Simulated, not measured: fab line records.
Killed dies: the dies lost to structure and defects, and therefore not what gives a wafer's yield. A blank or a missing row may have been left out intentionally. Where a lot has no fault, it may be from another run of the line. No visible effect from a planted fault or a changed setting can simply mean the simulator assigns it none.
fab line records / flow sfq-line
record: lots: 6 wafers: 16 last-day: 92
route steps=325 shown JJ@195 M5@198
lots that met no fault: from a run of the same line without faults
start-h: the number of hours between the record's first day and the start of the first shown wafer of the lot / wait-h: hours elapsed since this lot's preceding step / " unchanged from the row above / L1.1+2: several wafers, shown together as one row / - value missing, or start not given / * or withheld: withheld / < > ~ a bound
route shown NAME@n: names a module that has steps shown in the file, with the first one's number in the route / usual: mean/standard deviation of fault-free wafers / same: alike in all rows / chamber/n: place in a boat / sites: the reading at each site / _std_site: the standard deviation of these / _edge_site: mean of outer sites minus mean of inner sites / radius-mm: for every site, how far away it sits from the centre of the wafer / mask NAME#n: copy n / behind: the last tool/chamber to shape the wafer / hold: the reason the lot was held/the length of the hold in hours/how it ended / device: the n, p or np transistor that did not switch / end of line: the route-end tests of the same wafers / a step given without rows: its recipe and nothing more / killed: not the wafer's yield, but the dies lost to structure and defects at the first sort / map: a wafer's dies, marking killed ones x, the rest . and places with no die _
set.NAME: the run value of the setting; set.NAME@STEP: its run value at that earlier step / model.NAME: the simulator's own value behind a step, which no gauge read
lots at some steps of the route; a table a step, a row a wafer
services: the hour from which a tool's chamber was out of use, counted from the record's first day as start-h (under 0 if before that day), plus the number of hours and why
== steps ==
step: SFQ_TRILAYER_JJ_ANODIZE_ANODIZE_119
recipe: current-density-ma-cm2: withheld end-current-density-ma-cm2: withheld bath-temp-c: withheld
step: SFQ_TRILAYER_JJ_CE_STRIP_STRIP_120
recipe: gas: O2 power-w: 200 platen-temp-c: 40 overash-fraction: 0.65 chemistry: O2 pressure-mtorr: 50
usual: drypump-motor-current-A: 5.4/0.39 oes-product-au: 1.001/0.014 platen-temp-c: 39.99/0.11
lot.wafer=L349.1 tool=rie-metal-02 chamber=1 start-h=1338.14 wait-h=0.0 drypump-motor-current-A=4.7 oes-product-au=1.024 platen-temp-c=39.95 rf-hours-counter-h=7
lot.wafer=L349.5 tool=rie-metal-02 chamber=0 start-h=1338.14 wait-h=0.0 drypump-motor-current-A=5.7 oes-product-au=0.995 platen-temp-c=39.90 rf-hours-counter-h=-
lot.wafer=L349.6 tool=rie-metal-02 chamber=1 start-h=1338.14 wait-h=0.0 drypump-motor-current-A=4.7 oes-product-au=1.023 platen-temp-c=40.03 rf-hours-counter-h=-
lot.wafer=L350.1 tool=rie-metal-02 chamber=1 start-h=1344.07 wait-h=0.0 drypump-motor-current-A=4.7 oes-product-au=1.018 platen-temp-c=40.17 rf-hours-counter-h=8
lot.wafer=L350.5 tool=rie-metal-02 chamber=1 start-h=1344.07 wait-h=0.0 drypump-motor-current-A=4.7 oes-product-au=1.023 platen-temp-c=40.11 rf-hours-counter-h=-
lot.wafer=L350.6 tool=rie-metal-02 chamber=0 start-h=1344.07 wait-h=0.0 drypump-motor-current-A=5.6 oes-product-au=0.994 platen-temp-c=40.06 rf-hours-counter-h=-
lot.wafer=L354.3 tool=rie-metal-03 chamber=1 start-h=1359.87 wait-h=0.2 drypump-motor-current-A=5.5 oes-product-au=1.017 platen-temp-c=40.02 rf-hours-counter-h=-
lot.wafer=L357.1 tool=rie-metal-02 chamber=0 start-h=1395.67 wait-h=0.0 drypump-motor-current-A=5.7 oes-product-au=0.996 platen-temp-c=40.04 rf-hours-counter-h=11
lot.wafer=L357.2 tool=rie-metal-02 chamber=1 start-h=1395.67 wait-h=0.0 drypump-motor-current-A=4.7 oes-product-au=1.014 platen-temp-c=39.87 rf-hours-counter-h=15
lot.wafer=L357.5 tool=rie-metal-02 chamber=0 start-h=1395.67 wait-h=0.0 drypump-motor-current-A=5.7 oes-product-au=0.987 platen-temp-c=40.10 rf-hours-counter-h=-
lot.wafer=L363.1 tool=rie-metal-01 chamber=1 start-h=1418.47 wait-h=0.0 drypump-motor-current-A=5.4 oes-product-au=1.015 platen-temp-c=39.89 rf-hours-counter-h=88
lot.wafer=L363.2 tool=rie-metal-01 chamber=0 start-h=1418.47 wait-h=0.0 drypump-motor-current-A=5.8 oes-product-au=0.982 platen-temp-c=40.03 rf-hours-counter-h=65
lot.wafer=L363.5 tool=rie-metal-01 chamber=1 start-h=1418.47 wait-h=0.0 drypump-motor-current-A=5.4 oes-product-au=1.010 platen-temp-c=39.91 rf-hours-counter-h=-
lot.wafer=L368.3 tool=rie-metal-02 chamber=0 start-h=1451.25 wait-h=0.2 drypump-motor-current-A=5.6 oes-product-au=0.982 platen-temp-c=39.75 rf-hours-counter-h=-
lot.wafer=L368.4 tool=rie-metal-02 chamber=1 start-h=1451.25 wait-h=0.2 drypump-motor-current-A=4.7 oes-product-au=1.015 platen-temp-c=40.06 rf-hours-counter-h=-
lot.wafer=L368.5 tool=rie-metal-02 chamber=0 start-h=1451.25 wait-h=0.2 drypump-motor-current-A=5.7 oes-product-au=0.982 platen-temp-c=39.71 rf-hours-counter-h=-
step: SFQ_TRILAYER_JJ_CE_STRIP_SOLV_CLEAN_121
recipe: chemistry: NMP temp-c: 70 time-s: 600
step: SFQ_TRILAYER_M5_LITHO_COAT_128
recipe: resist: BARC spin-rpm: 3000 resist-thk-nm: 62
step: SFQ_TRILAYER_M5_LITHO_COAT_123
recipe: resist: KrF spin-rpm: 3000 resist-thk-nm: 600
step: SFQ_TRILAYER_M5_LITHO_SOFTBAKE_127
recipe: temp-c: withheld time-s: withheld resist: KrF
step: SFQ_TRILAYER_M5_LITHO_EXPOSE_124
recipe: mask-id: M5 na: 0.6 source-shape: conventional sigma-outer: 0.65 target-cd-nm: 700 dose-mj: 14.4
step: SFQ_TRILAYER_M5_LITHO_PEB_126
recipe: peb-temp-c: 115 peb-time-s: 60 resist: KrF
step: SFQ_TRILAYER_M5_LITHO_DEVELOP_125
recipe: time-s: 60 resist: KrF
step: SFQ_M5_OVL_MEAS_932
usual: M5_OVL: -4/6.1
lot.wafer=L349.1 tool=overlay-02 chamber=- start-h=1341.16 wait-h=0.1 M5_OVL[nm]=3
lot.wafer=L349.5 tool=overlay-02 chamber=- start-h=1341.16 wait-h=0.1 M5_OVL[nm]=3
lot.wafer=L349.6 tool=overlay-02 chamber=- start-h=1341.16 wait-h=0.1 M5_OVL[nm]=6
lot.wafer=L350.1 tool=overlay-01 chamber=- start-h=1347.27 wait-h=0.1 M5_OVL[nm]=-4
lot.wafer=L350.5 tool=overlay-01 chamber=- start-h=1347.27 wait-h=0.1 M5_OVL[nm]=-6
lot.wafer=L350.6 tool=overlay-01 chamber=- start-h=1347.27 wait-h=0.1 M5_OVL[nm]=-4
lot.wafer=L354.3 tool=overlay-01 chamber=- start-h=1363.80 wait-h=0.1 M5_OVL[nm]=-1
lot.wafer=L357.1 tool=overlay-01 chamber=- start-h=1398.87 wait-h=0.1 M5_OVL[nm]=-5
lot.wafer=L357.2 tool=overlay-01 chamber=- start-h=1398.87 wait-h=0.1 M5_OVL[nm]=-11
lot.wafer=L357.5 tool=overlay-01 chamber=- start-h=1398.87 wait-h=0.1 M5_OVL[nm]=-9
lot.wafer=L363.1 tool=overlay-02 chamber=- start-h=1421.50 wait-h=0.1 M5_OVL[nm]=-5
lot.wafer=L363.2 tool=overlay-02 chamber=- start-h=1421.50 wait-h=0.1 M5_OVL[nm]=-6
lot.wafer=L363.5 tool=overlay-02 chamber=- start-h=1421.50 wait-h=0.1 M5_OVL[nm]=-6
lot.wafer=L368.3 tool=overlay-02 chamber=- start-h=1456.34 wait-h=0.1 M5_OVL[nm]=0
lot.wafer=L368.4 tool=overlay-02 chamber=- start-h=1456.34 wait-h=0.1 M5_OVL[nm]=6
lot.wafer=L368.5 tool=overlay-02 chamber=- start-h=1456.34 wait-h=0.1 M5_OVL[nm]=1
step: SFQ_TRILAYER_M5_BARC_OPEN_METAL_ETCH_161
recipe: mask-material: PR chemistry: O2 target-depth-nm: 125 target: BARC icp-w: 600 bias-w: 80 pressure-mtorr: 10 time-s: 41.7
usual: drypump-motor-current-A: 5.2/0.34 oes-product-au: 0.685/0.0042
lot.wafer=L349.1 tool=rie-metal-04 chamber=1 start-h=1341.20 wait-h=0.0 drypump-motor-current-A=5.3 oes-product-au=0.684 rf-hours-counter-h=1
lot.wafer=L349.5 tool=rie-metal-04 chamber=0 start-h=1341.20 wait-h=0.0 drypump-motor-current-A=5.1 oes-product-au=0.679 rf-hours-counter-h=-
lot.wafer=L349.6 tool=rie-metal-04 chamber=1 start-h=1341.20 wait-h=0.0 drypump-motor-current-A=5.3 oes-product-au=0.681 rf-hours-counter-h=-
lot.wafer=L350.1 tool=rie-metal-02 chamber=0 start-h=1347.31 wait-h=0.0 drypump-motor-current-A=5.7 oes-product-au=0.685 rf-hours-counter-h=4
lot.wafer=L350.5 tool=rie-metal-02 chamber=1 start-h=1347.31 wait-h=0.0 drypump-motor-current-A=4.7 oes-product-au=0.695 rf-hours-counter-h=-
lot.wafer=L350.6 tool=rie-metal-02 chamber=0 start-h=1347.31 wait-h=0.0 drypump-motor-current-A=5.7 oes-product-au=0.677 rf-hours-counter-h=-
lot.wafer=L354.3 tool=rie-metal-02 chamber=1 start-h=1363.84 wait-h=0.0 drypump-motor-current-A=4.7 oes-product-au=0.685 rf-hours-counter-h=-
lot.wafer=L357.1 tool=rie-metal-02 chamber=0 start-h=1398.91 wait-h=0.0 drypump-motor-current-A=5.7 oes-product-au=0.687 rf-hours-counter-h=11
lot.wafer=L357.2 tool=rie-metal-02 chamber=1 start-h=1398.91 wait-h=0.0 drypump-motor-current-A=4.7 oes-product-au=0.684 rf-hours-counter-h=15
lot.wafer=L357.5 tool=rie-metal-02 chamber=0 start-h=1398.91 wait-h=0.0 drypump-motor-current-A=5.7 oes-product-au=0.686 rf-hours-counter-h=-
lot.wafer=L363.1 tool=rie-metal-04 chamber=1 start-h=1421.53 wait-h=0.0 drypump-motor-current-A=5.3 oes-product-au=0.682 rf-hours-counter-h=13
lot.wafer=L363.2 tool=rie-metal-04 chamber=0 start-h=1421.53 wait-h=0.0 drypump-motor-current-A=5.0 oes-product-au=0.685 rf-hours-counter-h=52
lot.wafer=L363.5 tool=rie-metal-04 chamber=1 start-h=1421.53 wait-h=0.0 drypump-motor-current-A=5.3 oes-product-au=0.681 rf-hours-counter-h=-
lot.wafer=L368.3 tool=rie-metal-03 chamber=0 start-h=1456.38 wait-h=0.0 drypump-motor-current-A=5.2 oes-product-au=0.685 rf-hours-counter-h=-
lot.wafer=L368.4 tool=rie-metal-03 chamber=1 start-h=1456.38 wait-h=0.0 drypump-motor-current-A=5.5 oes-product-au=0.688 rf-hours-counter-h=-
lot.wafer=L368.5 tool=rie-metal-03 chamber=0 start-h=1456.38 wait-h=0.0 drypump-motor-current-A=5.2 oes-product-au=0.686 rf-hours-counter-h=-
step: SFQ_TRILAYER_M5_ETCH_METAL_ETCH_126
recipe: target: Nb stop-on: SiO2 mask-material: PR over-etch-frac: 0.15 time-s: 203.2 chemistry: Cl2/BCl3 target-depth-nm: 265 icp-w: 600 bias-w: 80 pressure-mtorr: 10
usual: drypump-motor-current-A: 5.2/0.34 oes-product-au: 0.727/0.0052
same: over-etch-frac: 0.15
lot.wafer=L349.1 tool=rie-metal-04 chamber=1 start-h=1341.26 wait-h=0.0 drypump-motor-current-A=5.3 oes-product-au=0.723 rf-hours-counter-h=1
lot.wafer=L349.5 tool=rie-metal-04 chamber=0 start-h=1341.26 wait-h=0.0 drypump-motor-current-A=5.1 oes-product-au=0.725 rf-hours-counter-h=-
lot.wafer=L349.6 tool=rie-metal-04 chamber=1 start-h=1341.26 wait-h=0.0 drypump-motor-current-A=5.3 oes-product-au=0.730 rf-hours-counter-h=-
lot.wafer=L350.1 tool=rie-metal-02 chamber=0 start-h=1347.37 wait-h=0.0 drypump-motor-current-A=5.6 oes-product-au=0.728 rf-hours-counter-h=4
lot.wafer=L350.5 tool=rie-metal-02 chamber=1 start-h=1347.37 wait-h=0.0 drypump-motor-current-A=4.7 oes-product-au=0.721 rf-hours-counter-h=-
lot.wafer=L350.6 tool=rie-metal-02 chamber=0 start-h=1347.37 wait-h=0.0 drypump-motor-current-A=5.6 oes-product-au=0.723 rf-hours-counter-h=-
lot.wafer=L354.3 tool=rie-metal-02 chamber=1 start-h=1363.95 wait-h=0.1 drypump-motor-current-A=4.7 oes-product-au=0.726 rf-hours-counter-h=-
lot.wafer=L357.1 tool=rie-metal-02 chamber=0 start-h=1398.97 wait-h=0.0 drypump-motor-current-A=5.7 oes-product-au=0.728 rf-hours-counter-h=11
lot.wafer=L357.2 tool=rie-metal-02 chamber=1 start-h=1398.97 wait-h=0.0 drypump-motor-current-A=4.7 oes-product-au=0.720 rf-hours-counter-h=15
lot.wafer=L357.5 tool=rie-metal-02 chamber=0 start-h=1398.97 wait-h=0.0 drypump-motor-current-A=5.6 oes-product-au=0.722 rf-hours-counter-h=-
lot.wafer=L363.1 tool=rie-metal-04 chamber=1 start-h=1421.59 wait-h=0.0 drypump-motor-current-A=5.3 oes-product-au=0.725 rf-hours-counter-h=14
lot.wafer=L363.2 tool=rie-metal-04 chamber=0 start-h=1421.59 wait-h=0.0 drypump-motor-current-A=5.1 oes-product-au=0.729 rf-hours-counter-h=52
lot.wafer=L363.5 tool=rie-metal-04 chamber=1 start-h=1421.59 wait-h=0.0 drypump-motor-current-A=5.3 oes-product-au=0.725 rf-hours-counter-h=-
lot.wafer=L368.3 tool=rie-metal-03 chamber=0 start-h=1456.49 wait-h=0.1 drypump-motor-current-A=5.2 oes-product-au=0.726 rf-hours-counter-h=-
lot.wafer=L368.4 tool=rie-metal-03 chamber=1 start-h=1456.49 wait-h=0.1 drypump-motor-current-A=5.5 oes-product-au=0.724 rf-hours-counter-h=-
lot.wafer=L368.5 tool=rie-metal-03 chamber=0 start-h=1456.49 wait-h=0.1 drypump-motor-current-A=5.2 oes-product-au=0.723 rf-hours-counter-h=-
step: SFQ_TRILAYER_M5_STRIP_STRIP_127
recipe: gas: O2 power-w: 200 platen-temp-c: 40 overash-fraction: 0.65 chemistry: O2 pressure-mtorr: 50
usual: drypump-motor-current-A: 5.2/0.33 oes-product-au: 1.001/0.014 platen-temp-c: 40.01/0.12
lot.wafer=L349.1 tool=rie-metal-04 chamber=1 start-h=1341.45 wait-h=0.1 drypump-motor-current-A=5.3 oes-product-au=0.976 platen-temp-c=39.97 rf-hours-counter-h=1
lot.wafer=L349.5 tool=rie-metal-04 chamber=0 start-h=1341.45 wait-h=0.1 drypump-motor-current-A=5.0 oes-product-au=1.011 platen-temp-c=40.02 rf-hours-counter-h=-
lot.wafer=L349.6 tool=rie-metal-04 chamber=1 start-h=1341.45 wait-h=0.1 drypump-motor-current-A=5.3 oes-product-au=0.993 platen-temp-c=40.00 rf-hours-counter-h=-
lot.wafer=L350.1 tool=rie-metal-02 chamber=0 start-h=1347.56 wait-h=0.1 drypump-motor-current-A=5.7 oes-product-au=1.001 platen-temp-c=40.19 rf-hours-counter-h=4
lot.wafer=L350.5 tool=rie-metal-02 chamber=1 start-h=1347.56 wait-h=0.1 drypump-motor-current-A=4.8 oes-product-au=1.020 platen-temp-c=40.08 rf-hours-counter-h=-
lot.wafer=L350.6 tool=rie-metal-02 chamber=0 start-h=1347.56 wait-h=0.1 drypump-motor-current-A=5.7 oes-product-au=1.000 platen-temp-c=40.10 rf-hours-counter-h=-
lot.wafer=L354.3 tool=rie-metal-02 chamber=1 start-h=1364.28 wait-h=0.3 drypump-motor-current-A=4.7 oes-product-au=1.003 platen-temp-c=39.46 rf-hours-counter-h=-
lot.wafer=L357.1 tool=rie-metal-02 chamber=0 start-h=1399.16 wait-h=0.1 drypump-motor-current-A=5.7 oes-product-au=1.002 platen-temp-c=39.49 rf-hours-counter-h=11
lot.wafer=L357.2 tool=rie-metal-02 chamber=1 start-h=1399.16 wait-h=0.1 drypump-motor-current-A=4.7 oes-product-au=1.022 platen-temp-c=39.41 rf-hours-counter-h=16
lot.wafer=L357.5 tool=rie-metal-02 chamber=0 start-h=1399.16 wait-h=0.1 drypump-motor-current-A=5.7 oes-product-au=1.000 platen-temp-c=39.49 rf-hours-counter-h=-
lot.wafer=L363.1 tool=rie-metal-04 chamber=1 start-h=1421.79 wait-h=0.1 drypump-motor-current-A=5.3 oes-product-au=0.990 platen-temp-c=40.09 rf-hours-counter-h=14
lot.wafer=L363.2 tool=rie-metal-04 chamber=0 start-h=1421.79 wait-h=0.1 drypump-motor-current-A=5.1 oes-product-au=1.012 platen-temp-c=39.99 rf-hours-counter-h=52
lot.wafer=L363.5 tool=rie-metal-04 chamber=1 start-h=1421.79 wait-h=0.1 drypump-motor-current-A=5.3 oes-product-au=0.981 platen-temp-c=40.01 rf-hours-counter-h=-
lot.wafer=L368.3 tool=rie-metal-03 chamber=0 start-h=1456.81 wait-h=0.3 drypump-motor-current-A=5.3 oes-product-au=0.997 platen-temp-c=39.86 rf-hours-counter-h=-
lot.wafer=L368.4 tool=rie-metal-03 chamber=1 start-h=1456.81 wait-h=0.3 drypump-motor-current-A=5.5 oes-product-au=1.003 platen-temp-c=39.90 rf-hours-counter-h=-
lot.wafer=L368.5 tool=rie-metal-03 chamber=0 start-h=1456.81 wait-h=0.3 drypump-motor-current-A=5.3 oes-product-au=0.994 platen-temp-c=39.89 rf-hours-counter-h=-
step: SFQ_TRILAYER_M5_STRIP_SOLV_CLEAN_128
recipe: chemistry: NMP temp-c: 70 time-s: 600
== services ==
tool=rie-metal-04 chamber=- start-h=1361.15 hours=0.5 kind=repair
tool=rie-metal-01 chamber=1 start-h=1363.26 hours=3.7 kind=repair
== key ==
first-sign: step: SFQ_TRILAYER_M5_STRIP_STRIP_127 reading: platen-temp-c direction: down sigmas: 4.5 usual: * struck: *
effect none on later readings
met-at SFQ_TRILAYER_M5_STRIP_STRIP_127
struck-wafers L354.3,L357.1,L357.2,L357.5
onset-between 1347.56 1364.28
fault: kind: process-parameter-drift tool: rie-metal-02 chamber: - onset-h: 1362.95 steps: SFQ_TRILAYER_M5_STRIP_STRIP_127 channel: platen-temp-c offset: * shape: step end-h: 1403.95 acts-in: * stated: *
